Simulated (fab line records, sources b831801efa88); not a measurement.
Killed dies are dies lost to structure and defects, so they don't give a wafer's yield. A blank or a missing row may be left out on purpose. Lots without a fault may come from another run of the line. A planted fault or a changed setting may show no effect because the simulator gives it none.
fab line records | flow gf180mcu
record lots=15 wafers=45 last_day=33
route steps=602 shown PSD@258 M1@318 V1@338
lots that met no fault: from a run of the same line without faults
start_h: hours from the record's first day to the start of the lot's first wafer shown | wait_h: hours since the lot's step before | " the same as in the row above | L1.1+2: a row that stands for several wafers | - no value, or no start given | * or withheld: withheld | < > ~ a bound
route shown NAME@n: a module of which the file shows steps, and the number in the route of the first | usual: mean/standard deviation of fault-free wafers | same: alike in all rows | chamber/n: place in a boat | sites: the reading at each site | _std_site: their standard deviation | _edge_site: outer sites' mean less inner sites' | radius_mm: how far each site lies from the wafer's centre | mask NAME#n: copy n | behind: the tool/chamber that last shaped the wafer | hold: why the lot was held/for how many hours/how that ended | device: the transistor (n, p or np) that didn't switch | end of line: the same wafers' tests at the end of the route | a step without rows: its recipe alone | killed: dies lost to structure and defects at the first sort, not the wafer's yield | map: a wafer's dies, x killed, . not, _ none there
set.NAME: the setting as run; set.NAME@STEP: as run at that earlier step | model.NAME: the simulator's own value behind a step, which no gauge read
steps of the route over a sample of lots; a table a step, a row a wafer
services: from which hour (start_h, from the record's first day; less than 0 if before it) a tool's chamber was out of use, for how many hours, and why
## steps
# step GF_PSD_STRIP_10
# recipe chemistry=O2/N2 power_w=1400 pressure_mtorr=1500 platen_temp_c=250 o2_flow_sccm=3000 n2_flow_sccm=300 overash_fraction=0.5
# usual drypump_motor_current_A=5.6/0.56 heater_power_w=330/26 o2_flow_sccm=3000/9.1 oes_product_au=0.592/0.0044 platen_temp_c=249.99/0.18 strip_time_to_endpoint_s=16.53/0.033
# same overash_fraction=0.5
# columns lot.wafer tool chamber start_h wait_h drypump_motor_current_A heater_power_w o2_flow_sccm oes_product_au platen_temp_c rf_hours_counter_h strip_time_to_endpoint_s
L147.1 plasma_asher-04 0 319.83 0.1 5.6 290 3007 0.590 249.86 64 16.57
L147.3 " 1 " " 6.3 314 2998 0.586 250.07 - 16.55
L147.6 " 0 " " 5.6 295 3007 0.595 249.97 - 16.58
L148.1 plasma_asher-02 1 322.68 0.1 5.8 381 3000 0.591 249.92 72 16.54
L148.4 " 0 " " 6.1 330 3007 0.599 249.91 - 16.58
L148.6 " 0 " " 6.2 323 2993 0.585 250.08 - 16.55
L149.1 plasma_asher-03 0 331.66 0.1 5.6 341 2999 0.590 249.58 22 16.54
L149.3 " 0 " " 5.6 343 2995 0.590 249.92 - 16.50
L149.6 " 0 " " 5.6 337 2990 0.591 249.95 - 16.54
L152.4 plasma_asher-02 1 354.60 0.1 5.8 376 2992 0.596 249.88 - 16.53
L152.5 " 1 " " 5.8 381 2988 0.585 249.97 - 16.55
L152.6 " 0 " " 6.2 322 2992 0.590 249.73 - 16.55
L154.3 plasma_asher-03 0 377.01 0.1 5.6 343 2989 0.594 250.04 - 16.58
L154.4 " 1 " " 4.7 335 2986 0.589 250.15 - 16.57
L154.5 " 1 " " 4.6 350 3002 0.591 249.75 - 16.60
L155.2 plasma_asher-02 1 384.23 0.1 5.8 388 3008 0.599 250.11 77 16.48
L155.3 " 1 " " 5.8 369 3001 0.592 249.72 - 16.49
L155.4 " 0 " " 6.2 321 3000 0.589 250.05 - 16.47
L156.1 plasma_asher-03 1 407.23 0.1 4.7 324 2995 0.598 250.03 30 16.48
L156.3 " 1 " " 4.6 335 2995 0.588 249.97 - 16.52
L156.4 " 0 " " 5.6 334 3003 0.589 250.02 - 16.50
L157.2 plasma_asher-03 0 413.87 0.1 5.6 352 3000 0.596 249.83 31 16.55
L157.4 " 0 " " 5.6 344 2986 0.598 250.13 - 16.58
L157.5 " 0 " " 5.6 338 3005 0.593 249.72 - 16.56
L158.1 plasma_asher-04 1 418.32 0.1 6.3 306 3001 0.593 250.08 72 16.54
L158.3 " 1 " " 6.3 305 2995 0.599 250.21 - 16.57
L158.4 " 0 " " 5.6 293 3012 0.589 250.05 - 16.54
L159.1 plasma_asher-03 1 425.90 0.1 4.6 345 2994 0.587 250.05 33 16.55
L159.4 " 1 " " 4.7 332 2998 0.593 249.83 - 16.54
L159.6 " 1 " " 4.6 330 2995 0.589 249.87 - 16.54
L160.1 plasma_asher-02 1 434.37 0.1 5.8 381 2993 0.590 250.03 0 16.51
L160.3 " 0 " " 6.2 322 3025 0.598 249.78 - 16.54
L160.6 " 0 " " 6.1 322 3010 0.593 250.04 - 16.52
L164.4 plasma_asher-02 1 465.39 0.1 5.8 380 3016 0.587 250.24 - 16.54
L164.5 " 1 " " 5.8 393 3006 0.591 250.26 - 16.52
L164.6 " 0 " " 6.1 324 2989 0.599 249.83 - 16.53
L165.1 plasma_asher-04 1 470.38 0.1 6.3 304 2991 0.591 250.24 78 16.55
L165.3 " 1 " " 6.3 297 2991 0.590 249.83 - 16.54
L165.4 " 0 " " 5.6 302 3002 0.590 249.55 - 16.51
L166.1 plasma_asher-04 1 477.82 0.1 6.3 308 3022 0.583 249.77 79 16.54
L166.2 " 0 " " 5.6 289 2995 0.592 250.28 79 16.53
L166.4 " 1 " " 6.3 310 3018 0.585 250.04 - 16.54
L167.1 plasma_asher-03 0 484.53 0.1 5.7 345 3016 0.601 249.94 38 16.53
L167.2 " 1 " " 4.6 337 2991 0.591 250.07 38 16.52
L167.4 " 0 " " 5.6 347 2987 0.588 250.24 - 16.49
# step GF_M1_SPUTTER_03
# recipe material=Ti target_thk_nm=10 substrate_temp_c=300 chamber_pressure_pa=0.3 power_w=3000 time_s=6.7
# usual cathode_dc_power_W=3000.0/0.56 chamber_pressure_pa=0.3001/0.0006 throttle_valve_pct=30.0/1.2
# columns lot.wafer tool chamber start_h wait_h cathode_dc_power_W chamber_pressure_pa throttle_valve_pct
L147.1 pvd_sputter-04 - 366.44 0.0 3000.6 0.3004 30.5
L147.3 " - " " 2999.7 0.2995 29.5
L147.6 " - " " 3000.0 0.2993 29.5
L148.1 pvd_sputter-02 - 369.90 0.0 3000.2 0.3005 30.5
L148.4 " - " " 3000.3 0.3009 32.3
L148.6 " - " " 2999.8 0.3006 32.1
L149.1 pvd_sputter-03 - 378.44 0.0 3000.7 0.3001 31.5
L149.3 " - " " 2999.8 0.3001 27.8
L149.6 " - " " 2999.6 0.3012 27.8
L152.4 pvd_sputter-03 - 403.47 0.0 2999.5 0.2997 27.9
L152.5 " - " " 3000.8 0.3002 27.9
L152.6 " - " " 3001.0 0.2990 31.5
L154.3 pvd_sputter-04 - 426.09 0.0 3000.2 0.3008 29.8
L154.4 " - " " 3000.4 0.3003 30.1
L154.5 " - " " 3000.7 0.3000 29.9
L155.2 pvd_sputter-04 - 434.43 0.0 2999.9 0.3000 29.4
L155.3 " - " " 2999.7 0.3009 30.3
L155.4 " - " " 3000.2 0.2998 29.8
L156.1 pvd_sputter-03 - 457.85 0.0 2999.4 0.2995 29.0
L156.3 " - " " 2999.1 0.3001 31.7
L156.4 " - " " 3000.0 0.2994 31.4
L157.2 pvd_sputter-03 - 465.83 0.0 3000.3 0.3004 31.6
L157.4 " - " " 2999.5 0.2994 28.0
L157.5 " - " " 3000.9 0.2995 28.3
L158.1 pvd_sputter-02 - 470.07 0.0 3000.6 0.2999 30.8
L158.3 " - " " 3000.1 0.3005 30.2
L158.4 " - " " 2999.2 0.3000 32.3
L159.1 pvd_sputter-03 - 478.82 0.0 3000.3 0.3005 29.1
L159.4 " - " " 2999.7 0.3014 31.6
L159.6 " - " " 3000.0 0.3017 31.8
L160.1 pvd_sputter-03 - 486.37 0.0 3000.1 0.3004 29.4
L160.3 " - " " 2999.4 0.3000 27.9
L160.6 " - " " 3000.5 0.2998 27.9
L164.4 pvd_sputter-03 - 515.92 0.0 2999.5 0.2981 29.4
L164.5 " - " " 3000.1 0.2997 29.0
L164.6 " - " " 2999.6 0.2998 31.7
L165.1 pvd_sputter-03 - 521.38 0.0 - - -
L165.3 " - " " - - -
L165.4 " - " " - - -
L166.1 pvd_sputter-03 - 527.52 0.0 - - -
L166.2 " - " " - - -
L166.4 " - " " - - -
L167.1 pvd_sputter-04 - 534.03 0.0 - - -
L167.2 " - " " - - -
L167.4 " - " " - - -
# step GF_M1_METAL_ETCH_16
# recipe chemistry=Cl2/BCl3 mask_material=KrF target_depth_nm=627.5 stop_on=SiO2 pressure_mtorr=8 icp_w=800 bias_w=140 Cl2_flow_sccm=80 bcl3_flow_sccm=40 time_s=104.6
# usual drypump_motor_current_A=5.91/0.27 oes_product_au=0.972/0.0067 throttle_valve_pct=28.249/0.01
# columns lot.wafer tool chamber start_h wait_h drypump_motor_current_A oes_product_au rf_hours_counter_h throttle_valve_pct
L147.1 rie_metal-02 1 388.82 0.0 6.12 0.964 6 28.249
L147.3 " 1 " " 6.13 0.976 - 28.254
L147.6 " 0 " " 6.16 0.966 - 28.231
L148.1 rie_metal-04 0 392.78 0.0 5.45 0.984 9 28.245
L148.4 " 1 " " 5.97 0.962 - 28.252
L148.6 " 0 " " 5.46 0.972 - 28.245
L149.1 rie_metal-04 1 401.82 0.0 5.95 0.969 6 28.249
L149.3 " 1 " " 5.96 0.978 - 28.237
L149.6 " 0 " " 5.47 0.974 - 28.255
L152.4 rie_metal-01 1 427.61 0.0 6.04 0.987 - 28.251
L152.5 " 0 " " 6.14 0.972 - 28.247
L152.6 " 1 " " 6.01 0.971 - 28.239
L154.3 rie_metal-02 1 450.86 0.1 6.13 0.983 - 28.252
L154.4 " 0 " " 6.19 0.974 - 28.238
L154.5 " 1 " " 6.11 0.977 - 28.244
L155.2 rie_metal-04 0 458.70 0.0 5.47 0.978 10 28.237
L155.3 " 1 " " 5.92 0.972 - 28.254
L155.4 " 0 " " 5.46 0.964 - 28.253
L156.1 rie_metal-04 1 481.72 0.0 5.95 0.975 7 28.243
L156.3 " 0 " " 5.45 0.959 - 28.258
L156.4 " 1 " " 5.93 0.969 - 28.260
L157.2 rie_metal-04 0 489.77 0.0 5.49 0.970 11 28.259
L157.4 " 1 " " 5.93 0.986 - 28.238
L157.5 " 1 " " 5.95 0.984 - 28.258
L158.1 rie_metal-02 1 493.92 0.0 6.10 0.990 8 28.239
L158.3 " 0 " " 6.16 0.979 - 28.244
L158.4 " 1 " " 6.13 0.960 - 28.260
L159.1 rie_metal-04 1 503.07 0.0 5.94 0.972 8 28.244
L159.4 " 1 " " 5.94 0.963 - 28.257
L159.6 " 1 " " 5.92 0.968 - 28.244
L160.1 rie_metal-01 0 510.07 0.0 6.17 0.972 3 28.266
L160.3 " 0 " " 6.19 0.971 - 28.248
L160.6 " 0 " " 6.16 0.973 - 28.246
L164.4 rie_metal-04 0 539.19 0.0 5.48 0.974 - 28.267
L164.5 " 1 " " 5.95 0.968 - 28.261
L164.6 " 0 " " 5.48 0.966 - 28.267
L165.1 rie_metal-04 1 544.77 0.0 5.94 0.962 9 28.270
L165.3 " 1 " " 5.96 0.948 - 28.273
L165.4 " 0 " " 5.48 0.953 - 28.274
L166.1 rie_metal-01 1 550.27 0.0 5.97 0.961 8 28.259
L166.2 " 0 " " 6.20 0.957 4 28.272
L166.4 " 1 " " 5.95 0.951 - 28.259
L167.1 rie_metal-04 1 556.60 0.0 5.96 0.971 9 28.259
L167.2 " 0 " " 5.45 0.965 1 28.262
L167.4 " 0 " " 5.47 0.974 - 28.244
# step GF_V1_THK_MEAS_03
# recipe reads=SiO2_of_V1_CVD_02
# usual V1_CVD_02_THK=846/13
# columns lot.wafer tool chamber start_h wait_h V1_CVD_02_THK[nm]
L147.1 film_metro-02 - 389.67 0.0 843
L147.3 " - " " 862
L147.6 " - " " 853
L148.1 film_metro-04 - 393.63 0.0 848
L148.4 " - " " 861
L148.6 " - " " 854
L149.1 film_metro-04 - 402.70 0.0 848
L149.3 " - " " 841
L149.6 " - " " 848
L152.4 film_metro-02 - 428.45 0.0 872
L152.5 " - " " 867
L152.6 " - " " 848
L154.3 film_metro-04 - 451.72 0.1 846
L154.4 " - " " 864
L154.5 " - " " 865
L155.2 film_metro-02 - 459.59 0.0 843
L155.3 " - " " 833
L155.4 " - " " 846
L156.1 film_metro-04 - 482.56 0.0 850
L156.3 " - " " 853
L156.4 " - " " 856
L157.2 film_metro-02 - 490.66 0.0 836
L157.4 " - " " 835
L157.5 " - " " 856
L158.1 film_metro-01 - 494.76 0.0 829
L158.3 " - " " 843
L158.4 " - " " 826
L159.1 film_metro-02 - 503.96 0.1 827
L159.4 " - " " 861
L159.6 " - " " 838
L160.1 film_metro-01 - 510.91 0.0 845
L160.3 " - " " 840
L160.6 " - " " 847
L164.4 film_metro-04 - 540.07 0.0 854
L164.5 " - " " 847
L164.6 " - " " 872
## services
# columns tool chamber start_h hours kind
pvd_sputter-04 - 308.78 0.9 repair
pvd_sputter-03 - 344.22 1.2 repair
pvd_sputter-02 - 353.29 4.3 repair
pvd_sputter-03 - 358.13 2.6 repair
plasma_asher-02 - 366.07 14.6 pm
plasma_asher-04 - 372.53 24.7 repair
plasma_asher-02 - 382.30 0.4 repair
pvd_sputter-04 - 392.01 1.2 repair
rie_metal-02 - 413.62 1.2 repair
pvd_sputter-03 - 414.66 9.9 repair
plasma_asher-02 - 421.25 9.0 pm
plasma_asher-02 0 421.25 9.0 vent_cycle
plasma_asher-02 1 421.25 9.0 vent_cycle
plasma_asher-02 0 430.25 - clean
rie_metal-01 1 448.28 9.2 repair
plasma_asher-03 - 506.10 28.1 pm
rie_metal-04 0 507.03 - clean
rie_metal-04 0 507.03 13.2 scheduled_down
rie_metal-04 0 507.03 13.2 vent_cycle
plasma_asher-02 - 511.79 4.4 repair
rie_metal-02 - 512.33 0.5 repair
pvd_sputter-02 - 520.04 7.6 repair
rie_metal-02 1 539.01 8.3 repair
pvd_sputter-03 - 551.42 1.7 repair
## key
first_sign step=GF_M1_SPUTTER_03 reading=tool_record direction=missing
effect none on later readings
met_at GF_M1_SPUTTER_03
struck_lots L165,L166,L167
later_rows_left_out L165.1,L165.3,L165.4,L166.1,L166.2,L166.4,L167.1,L167.2,L167.4
sort_left_out L165.1,L165.3,L165.4,L166.1,L166.2,L166.4,L167.1,L167.2,L167.4
not_acting_at GF_PSD_STRIP_10,GF_M1_METAL_ETCH_16,GF_V1_THK_MEAS_03
onset_between 515.92 521.38
fault kind=skipped_step_whole tool=pvd_sputter-03,pvd_sputter-04 chamber=- onset_h=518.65 steps=GF_M1_SPUTTER_03 scope=struck_lots_only
# sort_left_out: the simulated sort isn't trusted on such a fault, so these wafers' sort isn't shown, and their yield isn't known
# later_rows_left_out: the simulator's readings of these wafers behind a module that went badly wrong aren't trusted and aren't shown, but for the sort
